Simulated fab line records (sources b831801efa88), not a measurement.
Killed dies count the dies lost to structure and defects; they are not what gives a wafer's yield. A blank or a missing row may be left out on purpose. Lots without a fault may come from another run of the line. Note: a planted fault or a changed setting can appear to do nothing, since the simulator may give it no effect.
What tool caused it? / flow sky130 / 18 wafers from 6 lots sampled at 2 of the route's 708 steps

== WHAT THE GAUGES SHOWED, per wafer ==
SKY_LDD_LDN_OVL_MEAS_07.
lot=L417; measured=day 23 11:32; on=overlay-02; LDD_LDN_OVL (nm)=-0.2 -0.4 0.0
lot=L419; measured=day 24 23:38; on=overlay-02; LDD_LDN_OVL (nm)=-0.9 0.1 -2.4
lot=L423; measured=day 26 10:01; on=overlay-01; LDD_LDN_OVL (nm)=2.2 1.5 1.6
lot=L425; measured=day 26 20:44; on=overlay-01; LDD_LDN_OVL (nm)=-0.2 0.6 -0.8
lot=L430; measured=day 28 09:07; on=overlay-02; LDD_LDN_OVL (nm)=-1.5 -0.6 -1.8
lot=L433; measured=day 29 10:08; on=overlay-02; LDD_LDN_OVL (nm)=-0.2 0.6 0.7

== WHAT TOOL EACH LOT RAN ON (gives the tool, then ch and the chambers of the sampled wafers, and finally the start) ==
lot=L417; SKY_LDD_LDN_EXPOSE_04=iline_stepper-02 ch 0, day 22 20:28
lot=L419; SKY_LDD_LDN_EXPOSE_04=iline_stepper-01 ch 0, day 24 08:58
lot=L423; SKY_LDD_LDN_EXPOSE_04=iline_stepper-02 ch 0, day 25 19:37
lot=L425; SKY_LDD_LDN_EXPOSE_04=iline_stepper-01 ch 0, day 26 06:35
lot=L430; SKY_LDD_LDN_EXPOSE_04=iline_stepper-02 ch 0, day 27 18:56
lot=L433; SKY_LDD_LDN_EXPOSE_04=iline_stepper-01 ch 0, day 28 20:58
- SKY_LDD_LDN_EXPOSE_04: exposes mask LDNTM, target cd 700 nm.

== THE ANSWER, worked out from the rows above alone ==
Rule: the lots themselves supply what counts as usual. Put in order of their means at a reading, lots are off if they are a third of the lots or fewer, leave a main group of 4 or more, and stand apart from it by a gap of 3 or more times the standard deviation of the main group's means; of several such gaps the widest counts. Not used: any main group whose means are identical at the precision the tables above print for the reading. A lot without any number at a reading at which 4 lots or more have one is off too. Where the step has rows for the other lots, those lots are counted as sound.
Nothing can be told from this: no lot is off at any reading shown.

== WHAT THE SIMULATOR HAD PUT IN ==
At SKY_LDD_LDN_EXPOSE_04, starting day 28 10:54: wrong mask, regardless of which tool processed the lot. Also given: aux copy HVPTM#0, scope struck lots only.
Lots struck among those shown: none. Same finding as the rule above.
